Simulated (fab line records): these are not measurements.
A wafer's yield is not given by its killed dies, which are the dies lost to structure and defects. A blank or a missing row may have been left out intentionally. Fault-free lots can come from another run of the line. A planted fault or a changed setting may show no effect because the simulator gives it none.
The tool behind it: which one?    flow gf180mcu    6 lots with 18 wafers sampled at 2 steps, on a route of 602 steps

WHAT THE GAUGES SHOWED, per wafer
GF_V5_OVL_MEAS_15.
lot   measured      on          V5_OVL (nm)
L464  day 28 15:16  overlay-01  4 -1 -3
L468  day 29 20:16  overlay-01  1 -7 -2
L471  day 30 11:34  overlay-02  1 -9 -2
L475  day 31 16:02  overlay-02  2 3 1
L477  day 32 05:19  overlay-01  -1 1 4
L482  day 33 13:13  overlay-01  1 0 -8

WHAT TOOL EACH LOT RAN ON (gives the tool, then ch and the chambers of the sampled wafers, and finally the start)
lot   GF_MIM_STRIP_20
L464  plasma_asher-03 ch 1, day 26 21:03
L468  plasma_asher-03 ch 0,1, day 28 04:18
L471  plasma_asher-04 ch 0,1, day 28 20:07
L475  plasma_asher-03 ch 0,1, day 30 02:24
L477  plasma_asher-03 ch 1, day 30 16:03
L482  plasma_asher-04 ch 0,1, day 32 01:49
- GF_MIM_STRIP_20: strips in O2/N2.

THE ANSWER, worked out from the rows above alone
Rule: the lots themselves supply what counts as usual. The widest of any qualifying gaps counts: lots, ordered by their means at a reading, are off when they make up no more than a third of the lots, leave a main group of 4 or more, and stand apart from it by 3 or more times the standard deviation of that group's means. Not used: any main group whose means are identical at the precision the tables above print for the reading. A lot without any number at a reading at which 4 lots or more have one is off too. All remaining lots with rows at the step are treated as sound.
No lot is off on any of the readings shown, so nothing can be concluded from this.

WHAT HAD BEEN PUT IN BY THE SIMULATOR
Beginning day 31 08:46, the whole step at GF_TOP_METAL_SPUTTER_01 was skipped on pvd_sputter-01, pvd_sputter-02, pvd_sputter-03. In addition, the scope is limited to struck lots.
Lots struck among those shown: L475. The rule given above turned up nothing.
